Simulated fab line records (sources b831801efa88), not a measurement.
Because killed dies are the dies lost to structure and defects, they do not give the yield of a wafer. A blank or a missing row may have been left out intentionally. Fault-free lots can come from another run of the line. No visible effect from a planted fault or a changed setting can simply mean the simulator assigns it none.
Chamber matching / flow gf180mcu / GF_V4_ETCH_16 on rie_diel-03: 4 sister chambers
The step etches BARC in N2/H2. 14 wafers are shown with their chamber, then 7 later ones without.

WAFERS WITH THEIR CHAMBER
wafer=L856.1; chamber=1; drypump_motor_current_A (A)=5.6; throttle_valve_pct (%)=13.220; oes_product_au (a.u.)=0.859
wafer=L856.3; chamber=0; drypump_motor_current_A (A)=6.4; throttle_valve_pct (%)=13.232; oes_product_au (a.u.)=0.852
wafer=L856.5; chamber=0; drypump_motor_current_A (A)=6.4; throttle_valve_pct (%)=13.219; oes_product_au (a.u.)=0.856
wafer=L857.2; chamber=2; drypump_motor_current_A (A)=5.4; throttle_valve_pct (%)=13.246; oes_product_au (a.u.)=0.861
wafer=L857.5; chamber=2; drypump_motor_current_A (A)=5.4; throttle_valve_pct (%)=13.222; oes_product_au (a.u.)=0.855
wafer=L857.6; chamber=3; drypump_motor_current_A (A)=6.0; throttle_valve_pct (%)=13.223; oes_product_au (a.u.)=0.857
wafer=L859.1; chamber=0; drypump_motor_current_A (A)=6.4; throttle_valve_pct (%)=13.232; oes_product_au (a.u.)=0.859
wafer=L859.5; chamber=3; drypump_motor_current_A (A)=6.1; throttle_valve_pct (%)=13.231; oes_product_au (a.u.)=0.858
wafer=L859.6; chamber=2; drypump_motor_current_A (A)=5.4; throttle_valve_pct (%)=13.222; oes_product_au (a.u.)=0.852
wafer=L861.1; chamber=2; drypump_motor_current_A (A)=5.4; throttle_valve_pct (%)=13.228; oes_product_au (a.u.)=0.862
wafer=L861.3; chamber=3; drypump_motor_current_A (A)=6.0; throttle_valve_pct (%)=13.225; oes_product_au (a.u.)=0.853
wafer=L861.4; chamber=1; drypump_motor_current_A (A)=5.7; throttle_valve_pct (%)=13.215; oes_product_au (a.u.)=0.851
wafer=L863.2; chamber=2; drypump_motor_current_A (A)=5.4; throttle_valve_pct (%)=13.217; oes_product_au (a.u.)=0.859
wafer=L863.3; chamber=1; drypump_motor_current_A (A)=5.6; throttle_valve_pct (%)=13.230; oes_product_au (a.u.)=0.857

SIGNATURES, as means of the wafers listed above
reading=drypump_motor_current_A; chamber 0=6.400; chamber 1=5.633; chamber 2=5.400; chamber 3=6.033; scatter within a chamber=0.0365
reading=throttle_valve_pct; chamber 0=13.22767; chamber 1=13.22167; chamber 2=13.22700; chamber 3=13.22633; scatter within a chamber=0.00881
reading=oes_product_au; chamber 0=0.85567; chamber 1=0.85567; chamber 2=0.85780; chamber 3=0.85600; scatter within a chamber=0.0038
Rule: a wafer's distance from a chamber is the root of the sum, over the readings, of the square of ((its reading less the chamber's mean) divided by the reading's scatter). The wafer belongs to the nearest chamber; if the next one is less than 2 further off, it can't be placed. The scatter is the square root of a quotient: the sum, over the shown wafers, of each reading's squared deviation from its chamber's mean, divided by wafers minus chambers.

WAFERS WHOSE CHAMBER IS MISSING
wafer=L863.4; drypump_motor_current_A (A)=6.4; throttle_valve_pct (%)=13.217; oes_product_au (a.u.)=0.857
wafer=L866.2; drypump_motor_current_A (A)=5.7; throttle_valve_pct (%)=13.213; oes_product_au (a.u.)=0.858
wafer=L866.5; drypump_motor_current_A (A)=5.7; throttle_valve_pct (%)=13.238; oes_product_au (a.u.)=0.859
wafer=L866.6; drypump_motor_current_A (A)=6.3; throttle_valve_pct (%)=13.228; oes_product_au (a.u.)=0.848
wafer=L867.1; drypump_motor_current_A (A)=6.3; throttle_valve_pct (%)=13.211; oes_product_au (a.u.)=0.864
wafer=L867.2; drypump_motor_current_A (A)=5.7; throttle_valve_pct (%)=13.216; oes_product_au (a.u.)=0.856
wafer=L867.3; drypump_motor_current_A (A)=6.1; throttle_valve_pct (%)=13.216; oes_product_au (a.u.)=0.855

CHAMBER TAKEN BY EACH
wafer=L863.4; from the rows above=0; in truth=0
wafer=L866.2; from the rows above=1; in truth=1
wafer=L866.5; from the rows above=1; in truth=1
wafer=L866.6; from the rows above=0; in truth=0
wafer=L867.1; from the rows above=0; in truth=0
wafer=L867.2; from the rows above=1; in truth=1
wafer=L867.3; from the rows above=3; in truth=3
Placed correctly: 7 of 7. Can't be placed from these rows: 0. 0 placed wrongly.
